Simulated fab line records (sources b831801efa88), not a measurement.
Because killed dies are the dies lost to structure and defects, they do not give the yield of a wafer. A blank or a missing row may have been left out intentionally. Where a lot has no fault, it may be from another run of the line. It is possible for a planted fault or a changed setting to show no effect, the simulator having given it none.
2 desks looking at one fault | flow gf180mcu | each desk has only its own numbers; what lay behind them comes last

== TOOL OWNER'S DESK, rie_diel-01 ==
The tool's own readings at GF_HV_LDD_ETCHBACK_58 (etches Si3N4 in CH3F/O2, stops on SiO2, time 100 s, target depth 90 nm): means of the sampled wafers that have a number, for each lot that ran on this tool. Marked OUT: a lot whose mean sits more than 4 standard deviations from the usual mean, which makes it out of limits; the brackets give that distance.
Columns: A = drypump_motor_current_A at GF_HV_LDD_ETCHBACK_58, usual 5.9 A; B = oes_product_au at GF_HV_LDD_ETCHBACK_58, usual 0.843 a.u.; C = run_length_s at GF_HV_LDD_ETCHBACK_58, usual 128.2 s; D = throttle_valve_pct at GF_HV_LDD_ETCHBACK_58, usual 10.562 %
lot  | first seen here | A   | B               | C               | D
L807 | day 13 05:33    | 6.3 | 0.845           | 127.9           | 10.563
L810 | day 14 00:23    | 6.0 | 0.841           | 127.9           | 10.561
L811 | day 14 12:56    | 6.0 | 0.839           | 128.0           | 10.564
L813 | day 15 04:03    | 6.0 | 0.843           | 128.1           | 10.561
L815 | day 15 23:57    | 6.2 | 0.841           | 128.2           | 10.559
L816 | day 16 04:01    | 6.3 | 0.843           | 128.0           | 10.562
L818 | day 16 20:09    | 5.9 | 1.003 (+29) OUT | 101.4 (-54) OUT | 10.589
L819 | day 17 11:06    | 6.0 | 0.995 (+28) OUT | 101.0 (-54) OUT | 10.585
L822 | day 18 07:04    | 6.0 | 1.008 (+30) OUT | 101.4 (-54) OUT | 10.575
This desk's finding: out of limits on L818, L819, L822; first on L818, day 16 20:09 (oes_product_au at GF_HV_LDD_ETCHBACK_58). Within limits: L807, L810, L811, L813, L815, L816.

== AT THE METROLOGY DESK ==
Means of the sampled wafers that have a number, per lot and without regard to the tool the lot ran on: this is what the gauges read. Marked OUT: a lot whose mean sits more than 4 standard deviations from the usual mean, which makes it out of limits; the brackets give that distance.
Columns: A = V1_OVL at GF_V1_OVL_MEAS_15, usual 0 nm
lot  | first seen here | A
L806 | day 18 08:16    | -1
L807 | day 19 01:04    | -5
L810 | day 19 21:38    | -1
L811 | day 20 11:56    | 1
L812 | day 20 23:29    | 6
L813 | day 21 04:50    | -1
L814 | day 21 08:47    | -3
L815 | day 22 01:47    | 2
L816 | day 22 07:08    | -7
L817 | day 22 23:13    | 3
L826 | day 25 11:31    | -5
This desk found nothing out of limits on any of the 11 lots.

== ALL TOGETHER ==
At day 16 20:09, on L818, L819, L822, the tool owner's desk was in a position to raise an alarm.
At the metrology desk, nothing out of limits was observed.
The metrology desk has no number on record for L818, L819, L822.
On rie_diel-01, each named lot ran GF_HV_LDD_ETCHBACK_58.

== WHAT THE SIMULATOR HAD INSERTED ==
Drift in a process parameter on rie_diel-01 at GF_HV_LDD_ETCHBACK_58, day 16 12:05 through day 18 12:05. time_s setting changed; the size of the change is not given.
Struck lots among those shown: L818, L819, L822.
Each desk's first reading out of limits, in hours after the fault started: the tool owner's desk, 8.
